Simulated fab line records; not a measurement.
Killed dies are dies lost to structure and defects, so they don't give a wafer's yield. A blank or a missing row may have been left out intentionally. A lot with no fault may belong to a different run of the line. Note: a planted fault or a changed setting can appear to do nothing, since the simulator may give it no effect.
Comparing a struck lot with a sound one + flow gf180mcu + 14 out of 602 route steps
Sound: wafers L887.2, L887.3, L887.5. Wafers L886.2, L886.5, L886.6 were the ones struck. The cause is given at the end.
For every step that has rows: the tool of each side, followed by ch and its chambers, followed by its first start. Under that, the readings that differ: sound wafers + struck wafers + difference of the means + sigmas: that difference in standard deviations of wafers without a fault.
alike: readings with means less than 2 such deviations apart, plus words and numbers identical on both sides. not compared: withheld readings, readings lacking a value on some wafer, bounds such as >300 that could conceal the same value, and numbers that have no deviation in the record and whose values overlap.
The two part at a step that has a row with sigmas, a row that says differs or no value, or rows on one side only. Numbers that don't overlap but have no deviation are shown without sigmas and don't part them. A reading missing from all wafers of one side parts the sides only when that side holds two or more wafers.

first, 3 steps without rows for these wafers: GF_V1_STRIP_18 (strips in O2/N2); GF_V1_STRIP_19 (strips in post etch residue remover, time 1200 s); GF_V1_CLEAN_20 (cleans in DIW).
GF_V1_SPUTTER_21: material Ti, target thk 15 nm, time 80.02 s.
  sound on pvd sputter-04 at day 22 03:16; struck on pvd sputter-01 at day 22 02:19
  alike: cathode dc power W, chamber pressure pa, throttle valve pct
GF_V1_SPUTTER_22: material TiN, target thk 10 nm, time 40 s.
  sound on pvd sputter-04 at day 22 03:19; struck on pvd sputter-01 at day 22 02:22
  alike: cathode dc power W, chamber pressure pa, throttle valve pct
then, 1 step without rows for these wafers: GF_V1_CVD_23 (deposits W, target thk 350 nm, time 105.05 s).
GF_V1_RS_MEAS_24: uses a four-point probe to measure.
  sound on film metro-02 at day 22 03:29; struck on film metro-01 at day 22 02:32
  alike: V1_W_RS
GF_V1_THK_MEAS_25: measures by xrf.
  sound on film metro-02 at day 22 03:36; struck on film metro-01 at day 22 02:39
  alike: V1_W_THK
then, 1 step without rows for these wafers: GF_V1_CMP_26 (polishes, stops on SiO2, t overpolish 15 s, target thk 0 nm).
GF_M2_SPUTTER_00: material Ti, target thk 37.5 nm, time 150 s.
  sound on pvd sputter-02 at day 22 03:57; struck on pvd sputter-03 at day 22 03:00
| reading                | sound                | struck               | difference | sigmas |
|------------------------|----------------------|----------------------|------------|--------|
| cathode dc power W (W) | 3999.2 3998.2 3999.4 | 4000.3 4000.5 4001.3 | +1.8       | +3     |
  alike: chamber pressure pa, throttle valve pct
then, 1 step without rows for these wafers: GF_M2_SPUTTER_01 (material TiN, target thk 30 nm, time 25 s).
GF_M2_SPUTTER_02: material AlCu, target thk 450 nm, time 23.9 s.
  sound on pvd sputter-02 at day 22 04:05; struck on pvd sputter-03 at day 22 03:08
  alike: cathode dc power W, chamber pressure pa, throttle valve pct
GF_M2_SPUTTER_03: material Ti, target thk 10 nm, time 6.7 s.
  sound on pvd sputter-02 at day 22 04:07; struck on pvd sputter-03 at day 22 03:10
  no value came back on the struck wafers for cathode dc power W (W), chamber pressure pa (Pa), throttle valve pct (%); on the sound wafers cathode dc power W (W) reads 2999.4 3000.0 2999.6
GF_M2_SPUTTER_04: material TiN, target thk 50 nm, time 41.7 s.
  sound on pvd sputter-02 at day 22 04:08; struck on pvd sputter-03 at day 22 03:11
  alike: cathode dc power W, chamber pressure pa, throttle valve pct

## WHERE THEY PART
Earliest at GF_M2_SPUTTER_00; latest, in this record, at GF_M2_SPUTTER_03. Later steps at which nothing parts them and some readings are alike: GF_M2_SPUTTER_04.

WHY: the cause the simulator had injected
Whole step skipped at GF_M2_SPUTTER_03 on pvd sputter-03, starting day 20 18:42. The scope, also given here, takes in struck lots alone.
